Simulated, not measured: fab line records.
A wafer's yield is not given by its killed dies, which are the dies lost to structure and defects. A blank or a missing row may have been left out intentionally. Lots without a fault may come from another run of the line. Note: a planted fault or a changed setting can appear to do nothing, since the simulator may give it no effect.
Comparing a struck lot with a sound one || flow sky130 || 35 out of 708 route steps
Sound: the wafers L827.2, L827.3, L827.4. Struck: wafer L817.3. (L817.2, L817.4 of the same lot were not struck and are left out.) The cause comes at the end.
At each step with rows: each side's tool, then ch and its chambers, then its first start. Under that, the readings that differ: sound wafers || struck wafers || difference of the means || sigmas: that difference in standard deviations of wafers without a fault.
alike: readings with means less than 2 such deviations apart, plus words and numbers identical on both sides. not compared: withheld readings, readings lacking a value on some wafer, bounds such as >300 that could conceal the same value, and numbers that have no deviation in the record and whose values overlap.
The two part at a step that has a row with sigmas, a row that says differs or no value, or rows on one side only. Non-overlapping numbers with no deviation appear without sigmas and do not part them. A reading that every wafer of one side lacks parts them only if that side has two wafers or more.

first, 10 steps without rows for these wafers: SKY_METAL1_EXPOSE_12 (exposes mask MM1, target cd 140 nm); SKY_METAL1_PEB_13; SKY_METAL1_DEVELOP_14 (develop time 60 s); SKY_METAL1_DESCUM_17 (chemistry O2, time 8 s); SKY_METAL1_ETCH_18 (etches BARC in N2/H2, stops on SiO2, time 45.9 s, target depth 60 nm); SKY_METAL1_METAL_ETCH_19 (etches the open film in Cl2/BCl3, stops on SiO2, target depth 360 nm, time 78 s); SKY_METAL1_STRIP_20 (strips in O2/N2); SKY_METAL1_STRIP_21 (strips in post etch residue remover, time 1200 s); SKY_METAL1_CLEAN_22 (cleans in IPA, time 180 s); SKY_METAL1_CLEAN_23 (cleans in O3/DIW).
SKY_VIA1_HDPCVD_00: deposits SiO2, target thk 1030 nm, time 171.7 s.
  sound on hdpcvd-02 ch 1,2, day 38 21:08; struck on hdpcvd-02 ch 0,1,2, day 35 15:33
then, 23 steps without rows for these wafers: SKY_VIA1_CMP_02 (polishes SiO2); SKY_VIA1_DEHYDRATE_04 (time 60 s); SKY_VIA1_HMDS_05 (prime time 60 s); SKY_VIA1_COAT_06 (resist thk 60 nm); SKY_VIA1_COAT_07 (resist thk 450 nm); SKY_VIA1_SOFTBAKE_08 (time 90 s); SKY_VIA1_EXPOSE_09 (exposes mask VIM, target cd 150 nm); SKY_VIA1_PEB_10; SKY_VIA1_DEVELOP_11 (develop time 60 s); SKY_VIA1_ETCH_14 (etches BARC in N2/H2, stops on SiO2, time 45.9 s, target depth 60 nm); SKY_VIA1_ETCH_15 (etches SiO2 in C4F8/O2/Ar, stops on TiN, target depth 351 nm, time 54 s); SKY_VIA1_STRIP_16 (strips in O2/N2); SKY_VIA1_STRIP_17 (strips in post etch residue remover, time 1200 s); SKY_VIA1_CLEAN_18 (cleans in IPA, time 180 s); SKY_VIA1_CLEAN_19 (cleans in O3/DIW); SKY_VIA1_SPUTTER_20 (material TiN, target thk 20 nm, time 80 s); SKY_VIA1_CVD_21 (deposits W, target thk 270 nm, time 80.902 s); SKY_VIA1_CMP_24 (polishes, stops on SiO2, t overpolish 15 s, target thk 0 nm); SKY_METAL2_SPUTTER_00 (material Ti, target thk 15 nm, time 10 s); SKY_METAL2_SPUTTER_01 (material TiN, target thk 20 nm, time 16.7 s); SKY_METAL2_SPUTTER_02 (material AlCu, target thk 250 nm, time 13.3 s); SKY_METAL2_SPUTTER_03 (material Ti, target thk 5 nm, time 3.3 s); SKY_METAL2_SPUTTER_04 (material TiN, target thk 70 nm, time 58.3 s).
-- the record jumps here: 12 days lie between the struck wafers' starts before and after (it left off in module METAL2 and takes up again in module PAD_OPEN, whose first step shown is number 708 of the route) --
SKY_PAD_OPEN_PROBE_99:
  struck on prober-02, day 47 22:50; sound on prober-01, day 50 05:53
{"reading": "defectLimitedYield (%)", "sound": "82.1 85.6 81.1", "struck": 68.9, "difference": -14.0, "sigmas": -7}
{"reading": "killed_at_M0_to_M3", "sound": "39 37 43", "struck": 98, "difference": "+58", "sigmas": "+9"}
{"reading": "killedAtFrontEnd", "sound": "13 12 14", "struck": 27, "difference": "+14", "sigmas": "+3"}
{"reading": "killedDies", "sound": "88 71 93", "struck": 153, "difference": "+69", "sigmas": "+7"}
{"reading": "killedOnRim", "sound": "14 21 24", "struck": 35, "difference": "+15", "sigmas": "+4"}
{"reading": "sort_bin_3_pad_short (%)", "sound": "0.6 0.6 1.0", "struck": 5.3, "difference": "+4.6", "sigmas": "+11"}
{"reading": "sort_bin_5_function (%)", "sound": "13.0 8.7 10.2", "struck": 20.1, "difference": "+9.5", "sigmas": "+6"}
{"reading": "sortNPass", "sound": "404 421 399", "struck": 339, "difference": -69, "sigmas": -7}
{"reading": "sortYieldPct (%)", "sound": "82.1 85.6 81.1", "struck": 68.9, "difference": -14.0, "sigmas": -7}
{"reading": "model.etest.tester.sortNPass", "sound": "404 421 399", "struck": 339, "difference": -69, "sigmas": ""}
{"reading": "model.etest.tester.sortYieldPct (%)", "sound": "82.11 85.57 81.1", "struck": 68.9, "difference": -14.0, "sigmas": ""}
{"reading": "model.etest.tester.sort_bin_5_pct (%)", "sound": "13.01 8.74 10.16", "struck": 20.12, "difference": "+9.48", "sigmas": ""}
{"reading": "model.etest.tester.sort_bin_3_pct (%)", "sound": "0.6098 0.6098 1.016", "struck": 5.285, "difference": "+4.540", "sigmas": ""}
  alike: killed_at_M4_up, killedAtContacts, killedAtOther, killedOpen, killedShort, sort_bin_6_memory

## WHERE THEY PART
Only at SKY_PAD_OPEN_PROBE_99, as far as this record shows.

WHY: what had been put in by the simulator
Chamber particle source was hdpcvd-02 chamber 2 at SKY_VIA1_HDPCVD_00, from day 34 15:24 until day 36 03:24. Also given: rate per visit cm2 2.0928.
